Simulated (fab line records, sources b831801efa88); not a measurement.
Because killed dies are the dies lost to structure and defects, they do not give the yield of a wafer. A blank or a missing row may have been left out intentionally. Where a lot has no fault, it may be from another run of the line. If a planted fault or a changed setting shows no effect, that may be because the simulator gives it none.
One fault seen from 2 desks ; flow sfq line ; numbers are kept per desk, each desk with only its own; the story behind them comes last

THE METROLOGY DESK
Means of the sampled wafers that have a number, per lot and without regard to the tool the lot ran on: this is what the gauges read. Any lot whose mean is over 4 standard deviations away from the usual mean is out of limits and marked OUT; that distance is given in the brackets.
Columns: A = M3_OVL at SFQ_M3_OVL_MEAS_921, usual 3 nm
lot;first seen here;A
L523;day 28 00:12;-5
L524;day 28 07:24;5
L525;day 28 13:59;1
L526;day 29 02:37;10
L528;day 29 14:37;8
L529;day 30 03:48;3
L530;day 30 14:37;3
L537;day 34 02:49;-3
L539;day 34 19:37;9
L541;day 35 02:49;0
L542;day 35 10:00;-7
L543;day 35 11:13;9
L544;day 35 17:13;4
L545;day 35 19:36;4
This desk found nothing out of limits on any of the 14 lots.

TOOL OWNER'S DESK, pecvd-03
The tool's own readings at SFQ_TRILAYER_I0_DEP_PECVD_027 (deposits SiO2 from SiH4/N2O, time 111.11 s, target thk 500 nm): means of the sampled wafers that have a number, for each lot that ran on this tool. Any lot whose mean is over 4 standard deviations away from the usual mean is out of limits and marked OUT; that distance is given in the brackets.
Columns: A = heater power w at SFQ_TRILAYER_I0_DEP_PECVD_027, usual 98 W; B = rf fwd power W at SFQ_TRILAYER_I0_DEP_PECVD_027, usual 182.5 W; C = showerhead vpp V at SFQ_TRILAYER_I0_DEP_PECVD_027, usual 843 V; D = throttle valve pct at SFQ_TRILAYER_I0_DEP_PECVD_027, usual 25.9 %
lot;first seen here;A;B;C;D
L523;day 7 16:29;93;183.0;810;27.0
L524;day 7 23:20;97;182.6;845;25.3
L526;day 8 11:36;98;182.4;831;26.2
L528;day 8 19:44;72;182.6;831;26.2
L529;day 9 06:32;119;109.3 (-99 or more) OUT;644 (-6.0) OUT;26.3
L530;day 9 10:10;122;108.7 (-99 or more) OUT;637 (-6.2) OUT;26.3
L542;day 12 13:18;110;182.2;840;25.9
This desk's finding: out of limits on L529, L530; first on L529, day 9 06:32 (rf fwd power W at SFQ_TRILAYER_I0_DEP_PECVD_027). L523, L524, L526, L528, L542: within limits.

TAKEN TOGETHER
At day 9 06:32, on L529, L530, the tool owner's desk was in a position to raise an alarm.
Nothing out of limits was seen by the metrology desk.
The metrology desk has L529, L530 on record, within its limits.
All the named lots went through SFQ_TRILAYER_I0_DEP_PECVD_027 on pecvd-03.

WHAT THE SIMULATOR PUT IN
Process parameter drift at SFQ_TRILAYER_I0_DEP_PECVD_027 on pecvd-03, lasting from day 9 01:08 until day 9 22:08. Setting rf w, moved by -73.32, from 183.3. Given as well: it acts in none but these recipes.
Struck lots among those shown: L529, L530.
Delay in hours, fault start to first out-of-limits reading, by desk: the tool owner's desk at 5.
